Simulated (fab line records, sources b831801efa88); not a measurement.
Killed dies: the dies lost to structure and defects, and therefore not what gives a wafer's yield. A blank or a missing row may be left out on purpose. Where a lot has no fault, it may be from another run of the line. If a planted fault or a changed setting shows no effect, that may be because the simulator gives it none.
A struck lot beside a sound one :: flow sky130 :: 22 steps out of a route of 708
Sound: wafers L159.1, L159.4, L159.5. The struck wafers were L171.2, L171.5, L171.6. The cause is given at the end.
At each step with rows: each side's tool, then ch and its chambers, then its first start. Under that, the readings that differ: sound wafers :: struck wafers :: difference of the means :: sigmas: that difference in standard deviations of wafers without a fault.
alike: a reading whose means differ by less than 2 such deviations, as well as words and numbers matching on both sides. not compared: withheld readings; readings where some wafer has no value; bounds like >300 that might hide an equal value; numbers whose values overlap and for which the record gives no deviation.
The two part at a step that has a row with sigmas, a row that says differs or no value, or rows on one side only. Numbers that have no deviation but don't overlap get no sigmas and don't part them. Lack of a reading on every wafer of one side parts them only where that side has two or more wafers.

first, 2 steps without rows for these wafers: SKY_RES_PROTECT_DEVELOP_06 (develop time 60 s); SKY_POLY_GATE_IMPLANT_02.
SKY_RES_PROTECT_STRIP_07: strips in O2/N2.
  sound on plasma_asher-01 ch 0, day 17 04:00; struck on plasma_asher-01 ch 0,1, day 21 04:45
reading: strip_time_to_endpoint_s (s)
sound: 23.35 23.41 23.39
struck: 23.24 23.25 23.28
difference: -0.13
sigmas: -3
  alike: drypump_motor_current_A, oes_product_au
  not compared: rf_hours_counter_h
SKY_RES_PROTECT_TW_MEAS_08:
  sound on film_metro-04 at day 17 04:06; struck on film_metro-04 at day 21 04:52
  alike: POLY_GATE_TW
then, 2 steps without rows for these wafers: SKY_RES_PROTECT_CLEAN_09 (cleans in SC1/SC2, time 150 s); SKY_POLY_GATE_CVD_03 (deposits Si3N4 from DCS/NH3, target thk 75 nm, time 1290 s).
SKY_POLY_GATE_THK_MEAS_04:
  sound on film_metro-04 at day 17 06:38; struck on film_metro-04 at day 21 06:20
  alike: POLY_GATE_CVD_03_THK
then, 5 steps without rows for these wafers: SKY_POLY_GATE_DEHYDRATE_05 (time 60 s); SKY_POLY_GATE_HMDS_06 (prime time 60 s); SKY_POLY_GATE_COAT_07 (resist thk 110 nm); SKY_POLY_GATE_COAT_08 (resist thk 450 nm); SKY_POLY_GATE_SOFTBAKE_09 (time 90 s).
SKY_POLY_GATE_EXPOSE_10: exposes mask P1M, target cd 150 nm.
  sound on krf_scanner-01 ch 0, day 17 21:52; struck on krf_scanner-01 ch 0, day 21 21:57
reading: mask
sound: P1M#0 P1M#0 P1M#0
struck: P1M_R1#0 P1M_R1#0 P1M_R1#0
difference: differs
sigmas: 
then, 2 steps without rows for these wafers: SKY_POLY_GATE_PEB_11; SKY_POLY_GATE_DEVELOP_12 (develop time 60 s).
SKY_POLY_GATE_CD_MEAS_13: the cd target is 150 nm.
  sound on cd_sem-01 at day 18 12:59; struck on cd_sem-01 at day 22 13:07
reading: cd_nm (nm)
sound: 153.7 153.6 152.6
struck: 172.1 170.7 171.9
difference: +18.3
sigmas: +12
SKY_POLY_GATE_OVL_MEAS_14:
  sound on overlay-02 at day 18 13:06; struck on overlay-02 at day 22 13:13
  alike: POLY_GATE_OVL
SKY_POLY_GATE_ETCH_15: etches BARC in N2/H2, stops on SiO2, time 118.5 s, target depth 110 nm.
  sound on rie_diel-03 ch 1,2,3, day 18 13:08; struck on rie_diel-04 ch 0,1,3, day 22 13:15
reading: model.POLY_GATE.cd_nm (nm)
sound: 150.9 154.5 154.5
struck: 172.6 167.8 171.5
difference: +17.3
sigmas: 
  alike: drypump_motor_current_A, oes_product_au, throttle_valve_pct
  not compared: rf_hours_counter_h
SKY_POLY_GATE_ETCH_16: etches Si3N4 in CH3F/O2, stops on poly-Si, time 147.5 s, target depth 75 nm.
  sound on rie_diel-03 ch 1,2,3, day 18 13:13; struck on rie_diel-04 ch 0,1,3, day 22 13:20
  alike: drypump_motor_current_A, oes_product_au, throttle_valve_pct
  not compared: rf_hours_counter_h
SKY_POLY_GATE_ETCH_17: etches poly-Si in HBr/Cl2, stops on SiO2, target depth 180 nm, time 70.5 s.
  sound on rie_si-02 ch 0,1, day 18 13:19; struck on rie_si-02 ch 1,2, day 22 13:26
reading: model.POLY_GATE.cd_nm (nm)
sound: 151.8 156 155.1
struck: 173.2 168.1 171.5
difference: +16.6
sigmas: 
  alike: drypump_motor_current_A, he_backside_leak_sccm, oes_product_au, throttle_valve_pct
  not compared: rf_hours_counter_h
SKY_POLY_GATE_STRIP_18: strips in O2/N2.
  sound on plasma_asher-03 ch 0,1, day 18 13:23; struck on plasma_asher-01 ch 0,1, day 22 13:29
  alike: drypump_motor_current_A, oes_product_au, strip_time_to_endpoint_s
  not compared: rf_hours_counter_h
-- the record jumps here: 28 days lie between the struck wafers' starts before and after (it left off in module POLY_GATE and takes up again in module PAD_OPEN, whose first step shown is number 708 of the route) --
SKY_PAD_OPEN_PROBE_99:
  sound on prober-02 at day 47 23:48; struck on prober-02 at day 50 09:21
reading: killed_at_front_end
sound: 23 14 14
struck: 83 26 87
difference: +48
sigmas: +10

reading: killed_dies
sound: 87 97 107
struck: 140 93 155
difference: +32
sigmas: +3

reading: killed_on_rim
sound: 14 18 24
struck: 49 25 55
difference: +24
sigmas: +7
  alike: killed_at_M0_to_M3, killed_at_M4_up, killed_at_contacts, killed_at_other, killed_open, killed_short

## WHERE THEY PART
Earliest at SKY_RES_PROTECT_STRIP_07; latest, in this record, at SKY_PAD_OPEN_PROBE_99.

WHY: what the simulator had put in
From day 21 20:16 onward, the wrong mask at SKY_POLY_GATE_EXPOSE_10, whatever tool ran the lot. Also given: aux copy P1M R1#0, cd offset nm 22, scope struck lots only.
